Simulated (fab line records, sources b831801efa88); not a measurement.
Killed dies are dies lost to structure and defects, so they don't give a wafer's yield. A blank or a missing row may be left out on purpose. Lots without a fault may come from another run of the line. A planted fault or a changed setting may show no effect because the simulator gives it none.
Chamber matching | flow sfq_line | SFQ_TRILAYER_A5B_DEP_PECVD_129 on pecvd-02: 3 sister chambers
The step deposits SiO2 from SiH4/N2O, time 133.33 s, target thk 600 nm. 14 wafers are shown with their chamber, then 7 later ones without.

WAFERS WITH THEIR CHAMBER
wafer  | chamber | throttle_valve_pct (%) | heater_power_w (W)
L280.2 | 2       | 24.2                   | 94
L280.4 | 2       | 24.3                   | 78
L280.6 | 0       | 26.2                   | 91
L281.2 | 2       | 24.2                   | 93
L281.5 | 1       | 23.5                   | 92
L281.6 | 2       | 24.4                   | 96
L289.1 | 1       | 24.3                   | 85
L289.3 | 2       | 24.9                   | 86
L289.6 | 0       | 26.8                   | 85
L294.1 | 1       | 24.4                   | 98
L294.3 | 2       | 25.3                   | 91
L294.4 | 2       | 25.2                   | 92
L296.2 | 2       | 25.0                   | 89
L296.3 | 0       | 26.8                   | 87

SIGNATURES (means of the wafers above)
reading            | chamber 0 | chamber 1 | chamber 2 | scatter within a chamber
throttle_valve_pct | 26.600    | 24.067    | 24.688    | 0.449
heater_power_w     | 87.67     | 91.67     | 89.88     | 5.48
Rule: a wafer's distance from a chamber is the root of the sum, over the readings, of the square of ((its reading less the chamber's mean) divided by the reading's scatter). The wafer belongs to the nearest chamber; if the next one is less than 2 further off, it can't be placed. The scatter: the root of (the sum of the squares of (reading less its chamber's mean) over the shown wafers, divided by (wafers less chambers)).

WAFERS WITHOUT THEIR CHAMBER
wafer  | throttle_valve_pct (%) | heater_power_w (W)
L296.6 | 24.2                   | 89
L297.1 | 24.4                   | 88
L297.4 | 23.8                   | 92
L297.5 | 24.9                   | 89
L298.2 | 24.5                   | 95
L298.3 | 26.8                   | 85
L298.4 | 26.9                   | 89

WHICH CHAMBER EACH WENT THROUGH
wafer  | from the rows above     | in truth
L296.6 | can't be placed: 1 or 2 | 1
L297.1 | can't be placed: 2 or 1 | 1
L297.4 | can't be placed: 1 or 2 | 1
L297.5 | can't be placed: 2 or 1 | 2
L298.2 | can't be placed: 2 or 1 | 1
L298.3 | 0                       | 0
L298.4 | 0                       | 0
Placed correctly: 2 of 7. Can't be placed from these rows: 5 (the true chamber is among the candidates in 5). Placed wrongly: 0.
